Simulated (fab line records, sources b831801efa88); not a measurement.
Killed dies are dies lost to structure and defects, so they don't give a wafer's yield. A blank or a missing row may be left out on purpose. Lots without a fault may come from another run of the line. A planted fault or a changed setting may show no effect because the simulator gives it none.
fab line records | flow sky130
record lots=12 wafers=36 last_day=50
route steps=708 shown FIELD_ISO@16 NWELL@76 VT_ADJUST_HVTP@88 PAD_OPEN@708
lots that met no fault: from a run of the same line without faults
start_h: hours from the record's first day to the start of the lot's first wafer shown | wait_h: hours since the lot's step before | " the same as in the row above | L1.1+2: a row that stands for several wafers | - no value, or no start given | * or withheld: withheld | < > ~ a bound
route shown NAME@n: a module of which the file shows steps, and the number in the route of the first | usual: mean/standard deviation of fault-free wafers | same: alike in all rows | chamber/n: place in a boat | sites: the reading at each site | _std_site: their standard deviation | _edge_site: outer sites' mean less inner sites' | radius_mm: how far each site lies from the wafer's centre | mask NAME#n: copy n | behind: the tool/chamber that last shaped the wafer | hold: why the lot was held/for how many hours/how that ended | device: the transistor (n, p or np) that didn't switch | end of line: the same wafers' tests at the end of the route | a step without rows: its recipe alone | killed: dies lost to structure and defects at the first sort, not the wafer's yield | map: a wafer's dies, x killed, . not, _ none there
set.NAME: the setting as run; set.NAME@STEP: as run at that earlier step | model.NAME: the simulator's own value behind a step, which no gauge read
steps of the route over a sample of lots; a table a step, a row a wafer
services: from which hour (start_h, from the record's first day; less than 0 if before it) a tool's chamber was out of use, for how many hours, and why
## steps
# step SKY_FIELD_ISO_ETCH_15
# recipe chemistry=CHF3/O2 target_depth_nm=180 stop_on=Si source_w=600 bias_w=200 pressure_mtorr=40 chf3_flow_sccm=50 O2_flow_sccm=5 time_s=72
# usual drypump_motor_current_A=5.9/0.38 oes_product_au=0.943/0.0069 throttle_valve_pct=8.843/0.009
# columns lot.wafer tool chamber start_h wait_h drypump_motor_current_A oes_product_au rf_hours_counter_h throttle_valve_pct
L180.1 rie_diel-01 3 28.13 0.0 6.0 0.946 38 8.852
L180.3 " 0 " " 6.4 0.940 9 8.853
L180.5 " 2 " " 5.3 0.946 - 8.851
L183.2 rie_diel-01 1 45.65 0.0 5.9 0.943 125 8.834
L183.3 " 3 " " 6.0 0.935 39 8.837
L183.5 " 3 " " 6.0 0.945 - 8.846
L185.2 rie_diel-02 2 55.88 0.0 6.3 0.950 152 8.846
L185.5 " 3 " " 5.5 0.936 - 8.845
L185.6 " 2 " " 6.3 0.942 - 8.848
L186.4 rie_diel-01 0 61.85 0.0 6.4 0.942 10 8.855
L186.5 " 1 " " 5.9 0.939 - 8.836
L186.6 " 0 " " 6.4 0.937 - 8.837
L187.2 rie_diel-01 3 65.42 0.0 6.0 0.939 39 8.851
L187.3 " 2 " " 5.3 0.948 158 8.830
L187.4 " 0 " " 6.4 0.941 10 8.841
L188.2 rie_diel-02 3 69.42 0.0 5.5 0.943 59 8.832
L188.4 " 0 " " 6.1 0.951 92 8.841
L188.5 " 0 " " 6.1 0.953 - 8.849
L189.4 rie_diel-01 1 76.25 0.0 5.9 0.946 126 8.853
L189.5 " 0 " " 6.4 0.949 - 8.851
L189.6 " 1 " " 5.9 0.938 - 8.865
L193.2 rie_diel-02 0 99.32 0.0 6.1 0.934 93 8.823
L193.4 " 1 " " 6.6 0.937 4 8.847
L193.6 " 1 " " 6.6 0.945 - 8.845
L195.2 rie_diel-03 2 106.23 0.0 5.8 0.945 50 8.850
L195.3 " 3 " " 5.8 0.951 3 8.849
L195.5 " 2 " " 5.8 0.941 - 8.836
L200.1 rie_diel-02 1 133.95 0.0 6.6 0.934 4 8.839
L200.2 " 3 " " 5.5 0.946 60 8.838
L200.4 " 2 " " 6.2 0.942 153 8.843
L202.3 rie_diel-03 3 144.80 0.0 5.8 0.947 4 8.840
L202.5 " 0 " " 5.2 0.946 - 8.850
L202.6 " 1 " " 6.1 0.930 - 8.844
L203.2 rie_diel-01 3 147.82 0.0 6.0 0.947 41 8.841
L203.4 " 1 " " 5.9 0.950 - 8.856
L203.5 " 3 " " 6.0 0.944 - 8.837
# step SKY_NWELL_OVL_MEAS_23
# usual NWELL_01_OVL=-0.2/1.1
# columns lot.wafer tool chamber start_h wait_h NWELL_01_OVL[nm]
L180.1 overlay-01 - 99.83 - 1.0
L180.3 " - " " 1.1
L180.5 " - " " 0.3
L183.2 overlay-01 - 122.14 - 0.2
L183.3 " - " " -0.5
L183.5 " - " " 0.4
L185.2 overlay-02 - 134.02 - -0.9
L185.5 " - " " 0.5
L185.6 " - " " 0.4
L186.4 overlay-02 - 142.58 - 0.2
L186.5 " - " " 0.5
L186.6 " - " " 0.2
L187.2 overlay-01 - 151.66 - 0.3
L187.3 " - " " 0.9
L187.4 " - " " 0.5
L188.2 overlay-02 - 151.77 - 0.9
L188.4 " - " " 1.4
L188.5 " - " " -0.3
L189.4 overlay-01 - 158.78 - -0.5
L189.5 " - " " 1.1
L189.6 " - " " 0.6
L193.2 overlay-02 - 187.97 - -0.2
L193.4 " - " " 0.3
L193.6 " - " " 1.1
L195.2 overlay-01 - 195.47 - -1.1
L195.3 " - " " -1.9
L195.5 " - " " -2.8
L200.1 overlay-02 - 226.53 - 1.9
L200.2 " - " " 1.0
L200.4 " - " " 0.0
L202.3 overlay-02 - 237.16 - -1.7
L202.5 " - " " 0.6
L202.6 " - " " -0.5
L203.2 overlay-01 - 241.77 - 0.5
L203.4 " - " " 1.3
L203.5 " - " " -1.2
# step SKY_VT_ADJUST_HVTP_SOFTBAKE_03
# recipe temp_c=90 time_s=60 resist=NOVOLAK
# usual heater_power_total_W=56.60/0.046 run_length_s=89.16/0.13
# columns lot.wafer tool chamber start_h wait_h heater_power_total_W run_length_s
L180.1 litho_track-04 0 109.18 0.1 56.60 89.09
L180.3 " 0 " " 56.65 89.54
L180.5 " 0 " " 56.59 89.36
L183.2 litho_track-02 0 132.89 0.1 56.56 89.38
L183.3 " 0 " " 56.66 89.22
L183.5 " 0 " " 56.60 89.17
L185.2 litho_track-04 0 144.16 0.1 56.53 89.09
L185.5 " 0 " " 56.65 89.13
L185.6 " 0 " " 56.63 89.11
L186.4 litho_track-02 0 152.94 0.1 56.63 89.04
L186.5 " 0 " " 56.63 89.18
L186.6 " 0 " " 56.49 89.36
L187.2 litho_track-02 0 161.49 0.1 56.64 89.09
L187.3 " 0 " " 56.62 89.18
L187.4 " 0 " " 56.64 89.06
L188.2 litho_track-04 0 162.11 0.1 56.63 89.12
L188.4 " 0 " " 56.64 89.10
L188.5 " 0 " " 56.58 89.47
L189.4 litho_track-04 0 170.41 0.1 56.56 89.30
L189.5 " 0 " " 56.51 89.32
L189.6 " 0 " " 56.56 89.11
L193.2 litho_track-04 0 199.86 0.1 58.87 82.36
L193.4 " 0 " " 58.90 82.23
L193.6 " 0 " " 58.88 82.25
L195.2 litho_track-04 0 206.36 0.1 58.85 82.35
L195.3 " 0 " " 58.83 82.18
L195.5 " 0 " " 58.80 82.25
L200.1 litho_track-02 0 238.76 0.1 56.61 89.17
L200.2 " 0 " " 56.56 89.09
L200.4 " 0 " " 56.56 89.08
L202.3 litho_track-02 0 249.81 0.1 56.57 89.02
L202.5 " 0 " " 56.67 89.08
L202.6 " 0 " " 56.57 89.05
L203.2 litho_track-03 0 253.69 0.1 56.59 89.13
L203.4 " 0 " " 56.61 89.12
L203.5 " 0 " " 56.68 88.98
# step SKY_VT_ADJUST_HVTP_STRIP_10
# recipe chemistry=O2/N2 power_w=1400 pressure_mtorr=1500 platen_temp_c=withheld o2_flow_sccm=3000 n2_flow_sccm=300 overash_fraction=0.5
# usual drypump_motor_current_A=5.6/0.69 oes_product_au=0.715/0.005 strip_time_to_endpoint_s=14.19/0.035
# columns lot.wafer tool chamber start_h wait_h drypump_motor_current_A oes_product_au rf_hours_counter_h strip_time_to_endpoint_s
L180.1 plasma_asher-02 1 117.67 0.1 6.4 0.712 29 14.16
L180.3 " 0 " " 5.8 0.713 - 14.17
L180.5 " 1 " " 6.4 0.717 - 14.20
L183.2 plasma_asher-04 0 141.98 0.1 5.1 0.714 49 14.21
L183.3 " 0 " " 5.1 0.723 - 14.21
L183.5 " 0 " " 5.1 0.717 - 14.18
L185.2 plasma_asher-02 1 154.57 0.1 6.5 0.720 33 14.18
L185.5 " 0 " " 5.8 0.719 - 14.21
L185.6 " 1 " " 6.5 0.718 - 14.17
L186.4 plasma_asher-01 0 162.46 0.1 4.8 0.716 - 14.23
L186.5 " 0 " " 4.8 0.718 - 14.21
L186.6 " 1 " " 5.2 0.714 - 14.20
L187.2 plasma_asher-01 1 172.12 0.1 5.2 0.716 49 14.21
L187.3 " 1 " " 5.2 0.709 - 14.17
L187.4 " 0 " " 4.9 0.709 - 14.21
L188.2 plasma_asher-01 0 172.84 0.1 4.9 0.718 49 14.21
L188.4 " 0 " " 4.8 0.717 - 14.13
L188.5 " 1 " " 5.2 0.717 - 14.23
L189.4 plasma_asher-04 1 181.12 0.1 6.7 0.711 - 14.14
L189.5 " 0 " " 5.1 0.712 - 14.17
L189.6 " 1 " " 6.7 0.714 - 14.17
L193.2 plasma_asher-01 1 210.54 0.1 5.2 0.709 53 14.18
L193.4 " 0 " " 4.9 0.715 - 14.19
L193.6 " 0 " " 4.9 0.717 - 14.21
L195.2 plasma_asher-02 1 217.93 0.1 6.4 0.712 38 14.14
L195.3 " 0 " " 5.8 0.721 - 14.15
L195.5 " 0 " " 5.8 0.729 - 14.13
L200.1 plasma_asher-01 0 250.98 0.1 4.9 0.721 57 14.28
L200.2 " 1 " " 5.2 0.716 57 14.27
L200.4 " 1 " " 5.2 0.719 - 14.29
L202.3 plasma_asher-04 0 261.27 0.1 5.1 0.718 - 14.21
L202.5 " 1 " " 6.7 0.715 - 14.17
L202.6 " 0 " " 5.1 0.710 - 14.20
L203.2 plasma_asher-01 0 266.09 0.1 4.8 0.715 58 14.17
L203.4 " 0 " " 4.9 0.725 - 14.19
L203.5 " 1 " " 5.2 0.719 - 14.17
# step SKY_PAD_OPEN_PROBE_99
# usual killed_at_M0_to_M3=44/7.4 killed_at_M4_up=3.1/1.8 killed_at_contacts=24/5.6 killed_at_front_end=15/4.9 killed_at_other=0.4/0.59 killed_dies=87/9.8 killed_open=47/7.2 killed_short=39/6.8
# same gross_dies=492 killed_at_back_side=0
# columns lot.wafer tool chamber start_h wait_h killed_at_M0_to_M3 killed_at_M4_up killed_at_contacts killed_at_front_end killed_at_other killed_dies killed_open killed_short
L185.2 prober-02 - 1109.14 0.1 35 5 24 18 2 84 38 45
L185.5 prober-02 - 1109.29 0.2 41 7 13 21 1 83 38 43
L185.6 prober-02 - 1109.34 0.2 55 4 16 8 1 84 47 36
L186.4 prober-01 - 1120.74 0.2 41 4 19 21 1 86 38 48
L186.5 prober-01 - 1120.79 0.2 31 1 18 11 0 61 30 31
L186.6 prober-01 - 1120.84 0.2 43 5 13 10 0 71 34 37
L189.4 prober-02 - 1129.89 0.2 48 4 32 14 0 98 49 49
L189.5 prober-02 - 1129.94 0.2 52 4 20 18 0 94 42 52
L189.6 prober-02 - 1129.99 0.2 44 2 31 15 1 93 52 41
L193.2 prober-02 - 1154.53 0.1 37 5 23 9 0 74 47 27
L193.4 prober-02 - 1154.63 0.2 34 3 29 11 0 77 45 32
L193.6 prober-02 - 1154.73 0.2 45 2 35 22 0 104 57 47
L202.3 prober-01 - 1190.92 0.2 47 5 17 21 0 90 54 36
L202.5 prober-01 - 1191.02 0.2 45 3 29 16 0 93 51 42
L202.6 prober-01 - 1191.07 0.2 41 3 17 20 1 82 45 37
L203.2 prober-01 - 1199.34 0.1 45 3 16 14 0 78 44 34
L203.4 prober-01 - 1199.44 0.2 40 2 23 13 1 79 37 42
L203.5 prober-01 - 1199.49 0.2 40 5 30 9 0 84 53 31
# killed by level:class
L185.2 VIA1:geometric_particle:open=8 LI_CONTACT:geometric_particle:open=8 METAL1:geometric_particle:short=7 POLY_GATE:geometric_particle:short=5 POLY_GATE:geometric_particle:open=5 CONTACT:geometric_particle:open=5 CONTACT:geometric_particle:short=5 METAL4:geometric_particle:short=5
L185.5 VIA1:geometric_particle:open=9 METAL1:geometric_particle:short=6 POLY_GATE:geometric_particle:open=5 CONTACT:geometric_particle:open=5 VIA2:geometric_particle:short=5 VIA3:geometric_particle:open=5 FIELD_ISO:geometric_particle:open=4 FIELD_ISO:geometric_particle:short=4
L185.6 VIA2:geometric_particle:open=12 VIA1:geometric_particle:open=9 METAL2:geometric_particle:short=9 METAL1:geometric_particle:short=6 POLY_GATE:geometric_particle:open=5 VIA3:geometric_particle:open=5 LI_CONTACT:geometric_particle:short=4 LOCAL_INTERCONNECT:geometric_particle:short=4
L186.4 VIA1:geometric_particle:open=12 METAL1:geometric_particle:short=9 POLY_GATE:geometric_particle:short=6 LI_CONTACT:geometric_particle:open=6 CONTACT:geometric_particle:open=6 METAL2:geometric_particle:short=5 VIA2:geometric_particle:open=5 FIELD_ISO:geometric_particle:open=4
L186.5 CONTACT:geometric_particle:open=8 METAL2:geometric_particle:short=8 FIELD_ISO:geometric_particle:open=4 METAL1:geometric_particle:short=4 VIA1:geometric_particle:short=4 VIA2:geometric_particle:open=4 CONTACT:geometric_particle:short=3 VIA1:geometric_particle:open=3
L186.6 METAL1:geometric_particle:short=12 CONTACT:geometric_particle:open=7 VIA1:geometric_particle:open=7 METAL2:geometric_particle:short=7 VIA2:geometric_particle:short=5 LI_CONTACT:geometric_particle:open=4 VIA1:geometric_particle:short=4 FIELD_ISO:geometric_particle:short=3
L189.4 VIA1:geometric_particle:open=9 VIA1:geometric_particle:short=9 CONTACT:geometric_particle:open=8 METAL1:geometric_particle:short=8 CONTACT:geometric_particle:short=7 LI_CONTACT:geometric_particle:open=6 LOCAL_INTERCONNECT:geometric_particle:short=6 VIA3:geometric_particle:open=5
L189.5 VIA1:geometric_particle:open=13 METAL2:geometric_particle:short=8 VIA2:geometric_particle:open=7 FIELD_ISO:geometric_particle:open=6 CONTACT:geometric_particle:open=6 LOCAL_INTERCONNECT:geometric_particle:short=5 FIELD_ISO:geometric_particle:short=4 VIA1:geometric_particle:short=4
L189.6 CONTACT:geometric_particle:open=12 VIA3:geometric_particle:open=12 VIA1:geometric_particle:open=8 LI_CONTACT:geometric_particle:open=7 FIELD_ISO:geometric_particle:short=5 METAL1:geometric_particle:short=5 METAL2:geometric_particle:short=5 LOCAL_INTERCONNECT:geometric_particle:open=4
L193.2 CONTACT:geometric_particle:open=8 VIA1:geometric_particle:open=8 VIA3:geometric_particle:open=7 LI_CONTACT:geometric_particle:open=7 METAL1:geometric_particle:short=6 FIELD_ISO:geometric_particle:open=5 VIA2:geometric_particle:open=5 LI_CONTACT:geometric_particle:short=4
L193.4 CONTACT:geometric_particle:open=9 LI_CONTACT:geometric_particle:open=6 VIA1:geometric_particle:open=6 FIELD_ISO:geometric_particle:short=5 CONTACT:geometric_particle:short=5 VIA2:geometric_particle:open=5 VIA3:geometric_particle:open=5 LOCAL_INTERCONNECT:geometric_particle:short=4
L193.6 VIA1:geometric_particle:open=12 CONTACT:geometric_particle:open=11 FIELD_ISO:geometric_particle:short=9 LI_CONTACT:geometric_particle:short=9 LI_CONTACT:geometric_particle:open=8 VIA3:geometric_particle:open=8 FIELD_ISO:geometric_particle:open=6 VIA2:geometric_particle:open=6
L202.3 VIA1:geometric_particle:open=10 FIELD_ISO:geometric_particle:open=8 CONTACT:geometric_particle:open=7 VIA1:geometric_particle:short=7 METAL1:geometric_particle:short=6 VIA3:geometric_particle:open=6 LI_CONTACT:geometric_particle:open=5 VIA2:geometric_particle:open=5
L202.5 CONTACT:geometric_particle:open=11 VIA1:geometric_particle:open=9 LI_CONTACT:geometric_particle:open=7 VIA3:geometric_particle:open=7 METAL1:geometric_particle:short=7 VIA2:geometric_particle:open=7 LI_CONTACT:geometric_particle:short=5 METAL2:geometric_particle:short=5
L202.6 VIA1:geometric_particle:open=9 VIA2:geometric_particle:open=8 METAL1:geometric_particle:short=7 CONTACT:geometric_particle:open=6 LI_CONTACT:geometric_particle:open=5 VIA1:geometric_particle:short=5 VIA3:geometric_particle:open=5 POLY_CUT:geometric_particle:short=4
L203.2 VIA1:geometric_particle:open=10 VIA1:geometric_particle:short=8 LI_CONTACT:geometric_particle:open=7 CONTACT:geometric_particle:open=7 FIELD_ISO:geometric_particle:open=6 METAL2:geometric_particle:short=6 VIA3:geometric_particle:open=6 METAL1:geometric_particle:short=5
L203.4 VIA1:geometric_particle:open=8 VIA2:geometric_particle:open=6 CONTACT:geometric_particle:open=6 LI_CONTACT:geometric_particle:open=5 LOCAL_INTERCONNECT:geometric_particle:short=5 CONTACT:geometric_particle:short=5 METAL1:geometric_particle:short=5 METAL2:geometric_particle:short=5
L203.5 LI_CONTACT:geometric_particle:open=11 CONTACT:geometric_particle:open=10 VIA2:geometric_particle:open=9 METAL1:geometric_particle:short=6 METAL2:geometric_particle:short=5 FIELD_ISO:geometric_particle:open=4 LOCAL_INTERCONNECT:geometric_particle:short=4 VIA1:geometric_particle:open=4
## services
# columns tool chamber start_h hours kind
rie_diel-03 - 12.05 7.4 repair
plasma_asher-02 - 30.89 2.1 repair
plasma_asher-02 - 40.11 2.8 pm
litho_track-04 - 42.46 - consumable_replace:filter
rie_diel-01 - 56.98 2.8 pm
plasma_asher-01 - 95.61 7.7 repair
rie_diel-01 - 96.73 0.2 repair
rie_diel-03 - 112.25 2.8 pm
rie_diel-01 2 133.78 - clean
rie_diel-01 2 133.78 21.0 scheduled_down
rie_diel-01 2 133.78 21.0 vent_cycle
plasma_asher-01 - 148.70 0.9 repair
rie_diel-01 1 149.22 8.7 repair
rie_diel-02 2 152.77 - clean
rie_diel-02 2 152.77 14.3 scheduled_down
litho_track-04 - 167.26 - consumable_replace:filter
rie_diel-03 - 170.42 1.7 repair
rie_diel-01 0 172.11 7.9 repair
plasma_asher-02 - 180.28 14.6 pm
rie_diel-02 2 180.50 5.9 repair
plasma_asher-01 - 203.24 1.8 repair
rie_diel-01 0 214.50 11.0 repair
rie_diel-01 0 228.25 13.2 repair
rie_diel-03 0 232.79 8.2 repair
## key
first_sign step=SKY_VT_ADJUST_HVTP_SOFTBAKE_03 reading=run_length_s direction=down sigmas=52 usual=* struck=*
effect step=SKY_VT_ADJUST_HVTP_SOFTBAKE_03 reading=heater_power_total_W direction=up sigmas=49 usual=* struck=*
met_at SKY_VT_ADJUST_HVTP_SOFTBAKE_03
struck_lots L193,L195
tester_left_out L193,L195
not_acting_at SKY_FIELD_ISO_ETCH_15,SKY_NWELL_OVL_MEAS_23,SKY_VT_ADJUST_HVTP_STRIP_10
onset_between 170.41 199.86
fault kind=process_parameter_drift tool=litho_track-04 chamber=- onset_h=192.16 steps=SKY_VT_ADJUST_HVTP_SOFTBAKE_03 channel=time_s offset=* shape=step end_h=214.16 acts_in=* stated=*
# tester_left_out: of these lots the tester's yield and bins aren't shown, on N5 and GAA mostly nor the transistor test; their killed dies are dies lost to structure and defects alone, not to doping, threshold or leakage, so they don't give the yield
